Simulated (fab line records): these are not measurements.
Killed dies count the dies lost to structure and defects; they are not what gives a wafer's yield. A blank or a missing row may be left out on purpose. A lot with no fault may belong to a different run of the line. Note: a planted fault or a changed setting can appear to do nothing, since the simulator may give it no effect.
A lot that was struck, set against a sound lot / flow sky130 / 15 steps out of a route of 708
Sound: these wafers, L734.2, L734.5, L734.6. Struck: wafers L738.2, L738.3, L738.6. At the end, the cause is stated.
At each step with rows: each side's tool, then ch and its chambers, then its first start. Under that, the readings that differ: sound wafers / struck wafers / difference of the means / sigmas: that difference in standard deviations of wafers without a fault.
alike: readings whose means differ by less than 2 such deviations, and words and numbers that are the same on both sides. not compared: withheld readings, readings that some wafer has no value for, bounds like >300 that may hide the same value, and numbers for which the record gives no deviation and whose values overlap.
A row with sigmas, a row that says differs or no value, or rows on one side alone: a step with any of these is where the two part. Numbers that have no deviation but don't overlap get no sigmas and don't part them. A reading that every wafer of one side lacks parts them only if that side has two wafers or more.

first, 1 step without rows for these wafers: SKY_VT_ADJUST_NCORE_IMPLANT_09.
SKY_VT_ADJUST_NCORE_STRIP_10: strips in O2/N2.
  sound on plasma-asher-03 ch 0,1, day 10 13:46; struck on plasma-asher-04 ch 0,1, day 12 03:55
  alike: drypump-motor-current-A, oes-product-au, strip-time-to-endpoint-s
  not compared: rf-hours-counter-h
SKY_VT_ADJUST_NCORE_TW_MEAS_11:
  struck on film-metro-02, day 12 04:02; sound on film-metro-01, day 10 13:53
reading=VT_ADJUST_NCORE_TW; sound=223.5 222.9 222.0; struck=221.0 219.6 218.3; difference=-3.2; sigmas=-2
then, 7 steps without rows for these wafers: SKY_VT_ADJUST_HVTR_DEHYDRATE_00 (time 60 s); SKY_VT_ADJUST_HVTR_HMDS_01 (prime time 60 s); SKY_VT_ADJUST_HVTR_COAT_02 (resist thk 1140 nm); SKY_VT_ADJUST_HVTR_SOFTBAKE_03 (time 60 s); SKY_VT_ADJUST_HVTR_EXPOSE_04 (exposes mask HVTRM, target cd 380 nm); SKY_VT_ADJUST_HVTR_PEB_05; SKY_VT_ADJUST_HVTR_DEVELOP_06 (develop time 60 s).
SKY_VT_ADJUST_HVTR_CD_MEAS_07 targets a cd of 380 nm.
  struck on cd-sem-01, day 13 05:38; sound on cd-sem-02, day 11 13:14
  alike: cd-nm
SKY_VT_ADJUST_HVTR_OVL_MEAS_08:
  struck on overlay-01, day 13 05:45; sound on overlay-01, day 11 13:22
  alike: VT_ADJUST_HVTR_OVL
SKY_VT_ADJUST_HVTR_IMPLANT_09:
  sound on implanter-01 ch 0, day 11 13:25; struck on implanter-02, day 13 05:48
  no value came back on the struck wafers for beam-energy-keV, beam-on-s (s); on the sound wafers beam-energy-keV reads 10.004 10.002 10.007
SKY_VT_ADJUST_HVTR_STRIP_10: strips in O2/N2.
  sound on plasma-asher-01 ch 0,1, day 11 13:32; struck on plasma-asher-04 ch 0,1, day 13 05:56
reading=drypump-motor-current-A (A); sound=5.2 5.2 5.3; struck=6.1 6.0 6.0; difference=+0.8; sigmas=+2
  alike: oes-product-au, strip-time-to-endpoint-s
  not compared: rf-hours-counter-h
SKY_VT_ADJUST_HVTR_TW_MEAS_11:
  struck on film-metro-03, day 13 06:02; sound on film-metro-04, day 11 13:39
reading=VT_ADJUST_HVTR_TW; sound=212.3 212.0 212.8; struck=30.1 30.0 30.1; difference=-182.3; sigmas=-99 or more

WHERE THEY PART
First at SKY_VT_ADJUST_NCORE_TW_MEAS_11; last, within this record, at SKY_VT_ADJUST_HVTR_TW_MEAS_11.

WHY: what the simulator had put in
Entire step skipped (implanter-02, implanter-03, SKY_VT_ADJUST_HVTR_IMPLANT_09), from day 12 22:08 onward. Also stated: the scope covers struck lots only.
